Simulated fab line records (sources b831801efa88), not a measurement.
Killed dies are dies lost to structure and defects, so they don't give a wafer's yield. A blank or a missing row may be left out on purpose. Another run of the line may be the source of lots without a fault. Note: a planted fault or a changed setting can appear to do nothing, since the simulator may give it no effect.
Which tool was responsible? | flow sky130 | 33 wafers from 11 lots sampled at 3 of the route's 708 steps

WHAT THE GAUGES READ, wafer by wafer
SKY_CONTACT_CD_MEAS_14 targets a cd of 170 nm. Usual: cd-nm at 170.7 nm, with a standard deviation of 1.4.
lot  | measured     | on        | cd-nm (nm)        | flag
L975 | day 31 21:14 | cd-sem-02 | 172.5 171.6 172.6 |
L981 | day 33 23:40 | cd-sem-02 | 173.1 172.4 171.8 |
L982 | day 34 04:08 | cd-sem-01 | 169.2 169.4 170.3 |
L983 | day 34 12:08 | cd-sem-02 | 171.7 170.7 170.0 |
L984 | day 34 21:38 | cd-sem-02 | 168.8 168.7 168.8 |
L985 | day 35 00:46 | cd-sem-02 | 169.8 167.8 168.3 |
L989 | day 36 02:31 | cd-sem-01 | 171.3 171.9 171.2 |
L990 | day 36 17:56 | cd-sem-02 | 170.3 171.3 169.1 |
L991 | day 37 01:00 | cd-sem-02 | 168.9 171.1 169.3 |
L997 | day 38 15:29 | cd-sem-01 | 169.9 169.6 169.4 |
L998 | day 38 22:54 | cd-sem-02 | 170.8 171.2 171.7 |

WHICH TOOL RAN EACH LOT (tool, then ch and the chambers of the sampled wafers, then the start)
lot  | SKY_LDD_N_IMPLANT_09            | SKY_LDD_N_STRIP_16
L975 | implanter-02 ch 0, day 17 20:44 | plasma-asher-03 ch 0,1, day 17 21:47
L981 | implanter-03 ch 0, day 20 09:40 | plasma-asher-01 ch 0,1, day 20 10:43
L982 | implanter-03 ch 0, day 20 14:35 | plasma-asher-01 ch 0,1, day 20 15:37
L983 | implanter-03 ch 0, day 20 22:23 | plasma-asher-02 ch 0,1, day 20 23:26
L984 | implanter-02 ch 0, day 21 09:46 | plasma-asher-01 ch 0,1, day 21 10:47
L985 | implanter-02 ch 0, day 21 16:16 | plasma-asher-03 ch 0,1, day 21 17:19
L989 | implanter-02 ch 0, day 22 19:26 | plasma-asher-01 ch 0,1, day 22 20:26
L990 | implanter-03 ch 0, day 23 11:38 | plasma-asher-01 ch 0,1, day 23 12:41
L991 | implanter-02 ch 0, day 23 19:31 | plasma-asher-01 ch 0, day 23 20:34
L997 | implanter-04 ch 0, day 25 22:22 | plasma-asher-01 ch 0,1, day 25 23:23
L998 | implanter-03 ch 0, day 26 04:49 | plasma-asher-01 ch 0,1, day 26 05:50
- SKY_LDD_N_IMPLANT_09
- SKY_LDD_N_STRIP_16: strips in O2/N2.

WHAT THE TOOLS THEMSELVES READ (means of the sampled wafers that have a number; where no wafer has one, the mark that the record gives instead)
SKY_LDD_N_IMPLANT_09. Usual: dose-ions-cm2 7.498e+13, standard deviation 7.8e+10; faraday-current-uA 423, standard deviation 8.6.
lot  | tool         | dose-ions-cm2 | faraday-current-uA | flag
L975 | implanter-02 | 7.493e+13     | 424                |
L981 | implanter-03 | 7.516e+13     | 429                |
L982 | implanter-03 | 7.507e+13     | 427                |
L983 | implanter-03 | 7.507e+13     | 423                |
L984 | implanter-02 | 7.505e+13     | 421                |
L985 | implanter-02 | 7.496e+13     | 427                |
L989 | implanter-02 | 9.589e+13     | 541                | OFF
L990 | implanter-03 | 7.487e+13     | 422                |
L991 | implanter-02 | 9.580e+13     | 548                | OFF
L997 | implanter-04 | 7.490e+13     | 427                |
L998 | implanter-03 | 7.496e+13     | 427                |

SKY_LDD_N_STRIP_16. Usual: drypump-motor-current-A 6.2 A, standard deviation 0.44; o2-flow-sccm 2998 sccm, standard deviation 8.9; oes-product-au 0.410 a.u., standard deviation 0.0049; strip-time-to-endpoint-s 4.393 s, standard deviation 0.014.
lot  | tool            | drypump-motor-current-A (A) | o2-flow-sccm (sccm) | oes-product-au (a.u.) | strip-time-to-endpoint-s (s) | flag
L975 | plasma-asher-03 | 5.9                         | 2996                | 0.409                 | 4.384                        |
L981 | plasma-asher-01 | 6.6                         | 2991                | 0.409                 | 4.384                        |
L982 | plasma-asher-01 | 6.6                         | 3007                | 0.414                 | 4.378                        |
L983 | plasma-asher-02 | 5.6                         | 2989                | 0.407                 | 4.384                        |
L984 | plasma-asher-01 | 6.6                         | 3002                | 0.411                 | 4.399                        |
L985 | plasma-asher-03 | 6.1                         | 3006                | 0.410                 | 4.405                        |
L989 | plasma-asher-01 | 6.6                         | 2996                | 0.408                 | 4.459                        | OFF
L990 | plasma-asher-01 | 6.6                         | 2994                | 0.408                 | 4.391                        |
L991 | plasma-asher-01 | 6.7                         | 3001                | 0.410                 | 4.447                        | OFF
L997 | plasma-asher-01 | 6.5                         | 2999                | 0.410                 | 4.392                        |
L998 | plasma-asher-01 | 6.5                         | 2992                | 0.405                 | 4.413                        |

THE ANSWER, worked out from the rows above alone
Rule: lot off if the mean of its wafers having a number is beyond 3 standard deviations from the usual mean. A lot without any number at a reading at which 4 lots or more have one is off too. Any other lot the step has rows for is counted as sound. First the gauges in route order, then the tools' own readings, where a lot's mean is used as printed above. At the first step where some lot is off, the reading lying furthest off is the one used; lots without a number count as furthest.
Off at SKY_LDD_N_IMPLANT_09 (dose-ions-cm2): L989, L991.
A tool fits if, at that step or a process step before it, it ran every lot that is off, and no sound lot after the first of them. One fits: implanter-02 at SKY_LDD_N_IMPLANT_09. A fault onset in the window from L985 (day 21 16:16, its last sound lot) to L989 (day 22 19:26, its first lot off) fits.
The tool's own readings at SKY_LDD_N_IMPLANT_09 bear it out: on the lots that are off they differ by more than 5 times the standard deviation of the sound lots' means. dose-ions-cm2 reads 9.584e+13 there against 7.500e+13 on the sound lots; faraday-current-uA reads 544 there against 425 on the sound lots.

WHAT HAD BEEN PUT IN BY THE SIMULATOR
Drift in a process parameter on implanter-02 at SKY_LDD_N_IMPLANT_09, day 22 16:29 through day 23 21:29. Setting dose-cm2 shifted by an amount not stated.
Struck lots among those shown: L989, L991. This agrees with what the rule above found.
